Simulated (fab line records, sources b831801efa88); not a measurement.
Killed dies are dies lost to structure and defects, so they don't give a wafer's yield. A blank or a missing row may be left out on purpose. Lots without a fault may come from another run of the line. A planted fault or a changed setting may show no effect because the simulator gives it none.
fab line records | flow sfq_line
record lots=7 wafers=19 last_day=82
route steps=325 shown I1@84 M2@88
lots that met no fault: from a run of the same line without faults
start_h: hours from the record's first day to the start of the lot's first wafer shown | wait_h: hours since the lot's step before | " the same as in the row above | L1.1+2: a row that stands for several wafers | - no value, or no start given | * or withheld: withheld | < > ~ a bound
route shown NAME@n: a module of which the file shows steps, and the number in the route of the first | usual: mean/standard deviation of fault-free wafers | same: alike in all rows | chamber/n: place in a boat | sites: the reading at each site | _std_site: their standard deviation | _edge_site: outer sites' mean less inner sites' | radius_mm: how far each site lies from the wafer's centre | mask NAME#n: copy n | behind: the tool/chamber that last shaped the wafer | hold: why the lot was held/for how many hours/how that ended | device: the transistor (n, p or np) that didn't switch | end of line: the same wafers' tests at the end of the route | a step without rows: its recipe alone | killed: dies lost to structure and defects at the first sort, not the wafer's yield | map: a wafer's dies, x killed, . not, _ none there
set.NAME: the setting as run; set.NAME@STEP: as run at that earlier step | model.NAME: the simulator's own value behind a step, which no gauge read
lots at some steps of the route; a table a step, a row a wafer
services: from which hour (start_h, from the record's first day; less than 0 if before it) a tool's chamber was out of use, for how many hours, and why
## steps
# step SFQ_TRILAYER_I1_VIA_BARC_OPEN_VIA_ETCH_071
# recipe mask_material=PR chemistry=O2 target_depth_nm=125 target=BARC source_w=500 bias_w=80 pressure_mtorr=30 time_s=41.7
# usual drypump_motor_current_A=5.6/0.4 oes_product_au=0.685/0.0047
# columns lot.wafer tool chamber start_h wait_h drypump_motor_current_A oes_product_au rf_hours_counter_h
L943.3 rie_diel-01 1 596.74 0.0 5.4 0.682 59
L943.4 " 2 " " 6.0 0.684 2
L943.5 " 0 " " 6.0 0.687 -
L944.1 rie_diel-02 2 613.00 0.0 5.0 0.687 63
L944.4 " 3 " " 6.0 0.687 15
L945.4 rie_diel-02 1 621.48 0.0 5.1 0.686 50
L945.6 " 3 " " 6.0 0.686 -
L946.1 rie_diel-04 2 628.55 0.0 6.0 0.686 36
L946.3 " 3 " " 5.6 0.681 2
L946.4 " 1 " " 6.0 0.680 11
L956.2 rie_diel-04 1 748.97 0.0 6.0 0.682 13
L956.3 " 2 " " 6.1 0.691 38
L956.4 " 0 " " 5.1 0.677 52
L958.2 rie_diel-01 1 795.54 0.0 5.4 0.680 1
L958.4 " 2 " " 6.0 0.690 5
L958.6 " 1 " " 5.4 0.683 -
L960.1 rie_diel-02 2 797.94 0.0 5.0 0.679 1
L960.3 " 3 " " 6.0 0.688 18
L960.5 " 3 " " 6.0 0.684 -
# step SFQ_TRILAYER_I1_VIA_ETCH_VIA_ETCH_052
# recipe target=SiO2 stop_on=Nb mask_material=PR taper_deg=20 chemistry=CHF3 target_depth_nm=260 source_w=500 bias_w=80 pressure_mtorr=30 time_s=withheld
# usual drypump_motor_current_A=5.6/0.4 oes_product_au=0.854/0.0055
# columns lot.wafer tool chamber start_h wait_h drypump_motor_current_A oes_product_au
L943.3 rie_diel-01 1 596.78 0.0 5.4 0.857
L943.4 " 2 " " 6.0 0.854
L943.5 " 0 " " 6.0 0.859
L944.1 rie_diel-02 2 613.04 0.0 5.0 0.851
L944.4 " 3 " " 6.0 0.858
L945.4 rie_diel-02 1 621.52 0.0 5.1 0.853
L945.6 " 3 " " 6.0 0.861
L946.1 rie_diel-04 2 628.59 0.0 6.1 0.857
L946.3 " 3 " " 5.6 0.865
L946.4 " 1 " " 6.0 0.852
L956.2 rie_diel-04 1 749.01 0.0 6.0 0.854
L956.3 " 2 " " 6.0 0.846
L956.4 " 0 " " 5.1 0.849
L958.2 rie_diel-01 1 795.58 0.0 5.4 0.851
L958.4 " 2 " " 6.0 0.851
L958.6 " 1 " " 5.4 0.852
L960.1 rie_diel-02 2 797.98 0.0 5.0 0.861
L960.3 " 3 " " 6.0 0.849
L960.5 " 3 " " 6.0 0.855
# step SFQ_TRILAYER_I1_VIA_STRIP_STRIP_053
# recipe gas=O2 power_w=200 platen_temp_c=40 overash_fraction=0.65 chemistry=O2 pressure_mtorr=50
# usual drypump_motor_current_A=5.6/0.36 he_backside_leak_sccm=3.39/0.27 oes_product_au=0.993/0.013
# columns lot.wafer tool chamber start_h wait_h drypump_motor_current_A he_backside_leak_sccm oes_product_au rf_hours_counter_h
L943.3 rie_metal-02 1 597.09 - 5.9 3.13 1.002 -
L943.4 " 0 " " 5.7 3.52 0.982 -
L943.5 " 0 " " 5.7 3.37 0.986 -
L944.1 rie_metal-02 1 613.15 - 5.9 3.32 0.999 82
L944.4 " 0 " " 5.6 3.46 0.990 -
L945.4 rie_metal-02 0 621.84 - 5.6 3.57 0.998 -
L945.6 " 0 " " 5.6 3.27 1.002 -
L946.1 rie_metal-01 0 628.70 - 5.3 3.30 0.979 3
L946.3 " 1 " " 6.1 3.72 0.991 -
L946.4 " 0 " " 5.3 3.12 0.988 -
L956.2 rie_metal-02 0 749.12 - 5.6 3.57 1.007 87
L956.3 " 0 " " 5.7 3.42 1.007 -
L956.4 " 1 " " 5.9 3.35 0.994 -
L958.2 rie_metal-01 1 795.69 - 6.1 3.84 0.991 70
L958.4 " 1 " " 6.1 3.58 0.982 -
L958.6 " 1 " " 6.1 3.86 0.989 -
L960.1 rie_metal-02 1 798.09 - 5.9 3.16 0.981 111
L960.3 " 0 " " 5.7 3.83 0.996 -
L960.5 " 1 " " 5.9 3.42 0.980 -
# step SFQ_TRILAYER_I1_VIA_STRIP_SOLV_CLEAN_054
# recipe chemistry=NMP temp_c=70 time_s=600
# step SFQ_TRILAYER_M2_DEP_PRE_CLEAN_056
# recipe gas=Ar time_s=22.5 bias_v=250
# step SFQ_TRILAYER_M2_DEP_SPUTTER_055
# recipe material=Nb base_pressure_pa=1.33e-06 chamber_pressure_pa=0.1333 substrate_temp_c=20 resputter_cathode_voltage_v=400 target_thk_nm=200 power_w=2000 time_s=133.3
# usual resputter_cathode_voltage_v=400/4 throttle_valve_pct=29.8/1.4
# columns lot.wafer tool chamber start_h wait_h resputter_cathode_voltage_v throttle_valve_pct
L943.3 pvd_sputter-05 - 597.69 0.0 399 28.1
L943.4 " - " " 397 30.6
L943.5 " - " " 404 31.1
L944.1 pvd_sputter-05 - 613.96 0.0 407 28.2
L944.4 " - " " 400 30.4
L945.4 pvd_sputter-05 - 622.44 0.0 400 30.8
L945.6 " - " " 403 28.3
L946.1 pvd_sputter-04 - 629.50 0.0 405 28.2
L946.3 " - " " 400 31.1
L946.4 " - " " 398 31.0
L956.2 pvd_sputter-05 - 749.93 0.0 399 28.0
L956.3 " - " " 402 31.7
L956.4 " - " " 399 30.5
L958.2 pvd_sputter-05 - 796.51 0.0 397 28.0
L958.4 " - " " 410 30.3
L958.6 " - " " 396 28.3
L960.1 pvd_sputter-06 - 798.91 0.0 400 30.7
L960.3 " - " " 408 30.4
L960.5 " - " " 399 29.4
# step SFQ_M2_RS_MEAS_914
# recipe thk_meas_gauge=four-point-probe reads=Nb_of_TRILAYER_M2_DEP_SPUTTER_055
# usual M2_NB_RS=0.887/0.011
# columns lot.wafer tool chamber start_h wait_h M2_NB_RS[ohm/sq]
L943.3 film_metro-03 - 597.82 0.1 0.906
L943.4 " - " " 0.902
L943.5 " - " " 0.888
L944.1 film_metro-01 - 614.06 0.0 0.902
L944.4 " - " " 0.899
L945.4 film_metro-01 - 622.60 0.1 0.855
L945.6 " - " " 0.886
L946.1 film_metro-02 - 629.59 0.0 0.881
L946.3 " - " " 0.889
L946.4 " - " " 0.888
L956.2 film_metro-02 - 750.04 0.1 0.887
L956.3 " - " " 0.887
L956.4 " - " " 0.884
L958.2 film_metro-02 - 796.62 0.1 0.888
L958.4 " - " " 0.889
L958.6 " - " " 0.893
L960.1 film_metro-02 - 799.00 0.0 0.873
L960.3 " - " " 0.871
L960.5 " - " " 0.882
# step SFQ_TRILAYER_M2_LITHO_COAT_062
# recipe resist=BARC spin_rpm=3000 resist_thk_nm=62
# step SFQ_TRILAYER_M2_LITHO_COAT_057
# recipe resist=KrF spin_rpm=3000 resist_thk_nm=600
# step SFQ_TRILAYER_M2_LITHO_SOFTBAKE_061
# recipe temp_c=withheld time_s=withheld resist=KrF
# step SFQ_TRILAYER_M2_LITHO_EXPOSE_058
# recipe mask_id=M2 na=0.6 source_shape=conventional sigma_outer=0.65 target_cd_nm=500 dose_mj=14.4
# step SFQ_TRILAYER_M2_LITHO_PEB_060
# recipe peb_temp_c=115 peb_time_s=60 resist=KrF
# usual heater_power_total_W=79.16/0.068
# columns lot.wafer tool chamber start_h wait_h heater_power_total_W
L943.3 litho_track-03 0 756.10 0.7 79.16
L943.4 " 0 " " 80.61
L943.5 " 0 " " 79.11
L944.1 litho_track-03 0 770.45 1.0 79.17
L944.4 " 0 " " 80.59
L945.4 litho_track-03 0 778.92 0.5 80.58
L945.6 " 0 " " 80.51
L946.1 litho_track-04 0 786.05 1.0 79.17
L946.3 " 0 " " 79.20
L946.4 " 0 " " 79.08
L956.2 litho_track-01 0 893.60 0.8 79.10
L956.3 " 0 " " 79.11
L956.4 " 0 " " 79.16
L958.2 litho_track-03 0 931.57 0.8 79.11
L958.4 " 0 " " 79.04
L958.6 " 0 " " 79.19
L960.1 litho_track-03 0 933.94 1.0 79.22
L960.3 " 0 " " 79.07
L960.5 " 0 " " 79.25
# step SFQ_TRILAYER_M2_LITHO_DEVELOP_059
# recipe time_s=60 resist=KrF
# step SFQ_M2_OVL_MEAS_916
# usual M2_OVL=-3/5
# columns lot.wafer tool chamber start_h wait_h M2_OVL[nm]
L943.3 overlay-01 - 756.36 0.1 1
L943.4 " - " " 1
L943.5 " - " " 7
L944.1 overlay-02 - 770.75 0.1 -1
L944.4 " - " " -8
L945.4 overlay-02 - 779.17 0.1 5
L945.6 " - " " 8
L946.1 overlay-01 - 786.35 0.1 0
L946.3 " - " " -3
L946.4 " - " " 4
L956.2 overlay-01 - 893.88 0.1 1
L956.3 " - " " -5
L956.4 " - " " -4
L958.2 overlay-02 - 931.85 0.1 -8
L958.4 " - " " -10
L958.6 " - " " -5
L960.1 overlay-01 - 934.24 0.1 4
L960.3 " - " " 0
L960.5 " - " " -1
# step SFQ_TRILAYER_M2_BARC_OPEN_METAL_ETCH_077
# recipe mask_material=PR chemistry=O2 target_depth_nm=125 target=BARC icp_w=600 bias_w=80 pressure_mtorr=10 time_s=41.7
# usual drypump_motor_current_A=5.63/0.28 he_backside_leak_sccm=3.5/0.43 oes_product_au=0.685/0.0051
# columns lot.wafer tool chamber start_h wait_h drypump_motor_current_A he_backside_leak_sccm oes_product_au rf_hours_counter_h model.M2.cd_nm
L943.3 rie_metal-04 1 756.41 0.0 5.18 3.7 0.679 - 500.1
L943.4 " 0 " " 5.51 3.8 0.682 - 507.7
L943.5 " 1 " " 5.20 3.7 0.684 - 500.9
L944.1 rie_metal-04 0 770.79 0.0 5.52 3.8 0.686 86 499.6
L944.4 " 0 " " 5.50 3.8 0.680 - 506.2
L945.4 rie_metal-02 0 779.21 0.0 5.64 3.5 0.682 - 505.4
L945.6 " 1 " " 5.89 3.3 0.676 - 505.9
L946.1 rie_metal-04 0 786.39 0.0 5.53 3.6 0.693 89 499.5
L946.3 " 1 " " 5.20 3.5 0.686 - 499.4
L946.4 " 0 " " 5.50 3.6 0.692 - 501.1
L956.2 rie_metal-01 1 893.91 0.0 6.08 3.5 0.691 86 500.4
L956.3 " 0 " " 5.35 3.2 0.678 - 502
L956.4 " 1 " " 6.10 3.5 0.680 - 501.2
L958.2 rie_metal-01 0 931.88 0.0 5.34 3.3 0.675 49 500.9
L958.4 " 0 " " 5.33 2.9 0.681 - 501.6
L958.6 " 0 " " 5.32 3.3 0.685 - 501.7
L960.1 rie_metal-02 1 934.28 0.0 5.87 3.2 0.676 133 503.2
L960.3 " 1 " " 5.89 3.3 0.677 - 502.7
L960.5 " 1 " " 5.90 3.3 0.684 - 501
# step SFQ_TRILAYER_M2_ETCH_METAL_ETCH_060
# recipe target=Nb stop_on=SiO2 mask_material=PR chemistry=Cl2/Ar target_depth_nm=240 icp_w=600 bias_w=80 pressure_mtorr=10 time_s=120
# usual drypump_motor_current_A=5.63/0.28 he_backside_leak_sccm=3.5/0.36 oes_product_au=0.896/0.0079
# columns lot.wafer tool chamber start_h wait_h drypump_motor_current_A he_backside_leak_sccm oes_product_au rf_hours_counter_h model.M2.cd_nm
L943.3 rie_metal-04 1 756.49 0.1 5.19 3.7 0.887 - 500.2
L943.4 " 0 " " 5.51 3.7 0.881 - 506.9
L943.5 " 1 " " 5.20 3.8 0.890 - 501.2
L944.1 rie_metal-04 0 770.85 0.0 5.52 3.7 0.887 86 501
L944.4 " 0 " " 5.54 3.7 0.891 - 506.1
L945.4 rie_metal-02 0 779.29 0.1 5.64 3.8 0.912 - 507.4
L945.6 " 1 " " 5.90 3.3 0.895 - 507
L946.1 rie_metal-04 0 786.45 0.0 5.51 3.6 0.902 89 500.8
L946.3 " 1 " " 5.20 3.7 0.897 - 501.1
L946.4 " 0 " " 5.49 3.6 0.889 - 502.4
L956.2 rie_metal-01 1 893.97 0.0 6.08 3.2 0.887 87 500.2
L956.3 " 0 " " 5.33 3.2 0.896 - 500.4
L956.4 " 1 " " 6.08 3.6 0.894 - 501.7
L958.2 rie_metal-01 0 931.94 0.0 5.38 3.1 0.897 49 499.9
L958.4 " 0 " " 5.37 3.2 0.888 - 500.7
L958.6 " 0 " " 5.37 3.2 0.887 - 499.6
L960.1 rie_metal-02 1 934.34 0.0 5.91 3.3 0.900 133 503.1
L960.3 " 1 " " 5.90 3.3 0.911 - 503.1
L960.5 " 1 " " 5.91 3.4 0.903 - 500.1
# step SFQ_TRILAYER_M2_STRIP_STRIP_061
# recipe gas=O2 power_w=200 platen_temp_c=40 overash_fraction=0.65 chemistry=O2 pressure_mtorr=50
# usual drypump_motor_current_A=5.63/0.29 he_backside_leak_sccm=3.5/0.31 oes_product_au=0.996/0.018
# columns lot.wafer tool chamber start_h wait_h drypump_motor_current_A he_backside_leak_sccm oes_product_au rf_hours_counter_h
L943.3 rie_metal-04 1 756.77 0.2 5.16 3.6 1.025 -
L943.4 " 0 " " 5.53 3.7 1.008 -
L943.5 " 1 " " 5.19 3.7 1.036 -
L944.1 rie_metal-04 0 770.97 0.1 5.48 3.6 1.004 86
L944.4 " 0 " " 5.50 3.7 1.006 -
L945.4 rie_metal-02 0 779.57 0.2 5.65 3.6 0.990 -
L945.6 " 1 " " 5.90 3.4 0.973 -
L946.1 rie_metal-04 0 786.57 0.1 5.51 3.7 0.997 89
L946.3 " 1 " " 5.19 3.9 1.025 -
L946.4 " 0 " " 5.48 3.9 0.985 -
L956.2 rie_metal-01 1 894.09 0.1 6.08 3.8 0.987 87
L956.3 " 0 " " 5.35 3.4 0.973 -
L956.4 " 1 " " 6.09 3.8 0.997 -
L958.2 rie_metal-01 0 932.06 0.1 5.34 3.0 0.969 49
L958.4 " 0 " " 5.34 3.0 0.973 -
L958.6 " 0 " " 5.34 3.0 0.967 -
L960.1 rie_metal-02 1 934.46 0.1 5.88 3.2 0.971 133
L960.3 " 1 " " 5.90 3.2 0.967 -
L960.5 " 1 " " 5.89 3.2 0.978 -
## services
# columns tool chamber start_h hours kind
rie_metal-01 - 572.97 0.3 repair
rie_metal-02 - 578.29 0.3 repair
rie_diel-01 - 606.65 1.0 repair
rie_diel-01 - 607.66 14.6 pm
rie_metal-01 - 619.49 1.4 pm
rie_diel-01 - 622.26 28.1 pm
pvd_sputter-05 - 635.43 0.7 repair
rie_diel-04 - 641.39 5.3 repair
rie_diel-02 3 646.29 1.5 repair
rie_metal-01 - 647.45 2.8 pm
rie_diel-01 2 663.64 7.9 repair
rie_diel-01 1 668.14 3.9 repair
rie_diel-02 1 687.82 18.4 repair
pvd_sputter-05 - 689.42 0.5 repair
pvd_sputter-05 - 694.05 1.2 repair
rie_diel-02 - 699.24 14.6 pm
rie_diel-02 2 724.10 4.6 repair
pvd_sputter-05 - 791.47 0.6 repair
pvd_sputter-05 - 797.79 0.6 repair
rie_metal-04 0 813.21 3.3 repair
rie_metal-04 - 832.00 0.2 repair
rie_metal-04 - 858.27 1.4 pm
rie_diel-02 2 915.06 1.3 repair
rie_metal-02 0 928.80 2.4 repair
## key
first_sign step=SFQ_TRILAYER_M2_LITHO_PEB_060 reading=heater_power_total_W direction=up sigmas=21 usual=79.16 struck=80.57
effect none on later readings
model_effect step=SFQ_TRILAYER_M2_BARC_OPEN_METAL_ETCH_077 value=M2.cd_nm without=499.9 struck=506.3
model_effect step=SFQ_TRILAYER_M2_ETCH_METAL_ETCH_060 value=M2.cd_nm without=500.4 struck=506.8
met_at SFQ_TRILAYER_M2_LITHO_PEB_060
struck_wafers L943.4,L944.4,L945.4,L945.6
fault kind=process_parameter_drift tool=litho_track-03 chamber=- onset_h=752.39 steps=SFQ_TRILAYER_M2_LITHO_PEB_060 channel=peb_time_s offset=* shape=step end_h=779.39 scope=struck_wafers_only acts_in=* stated=*
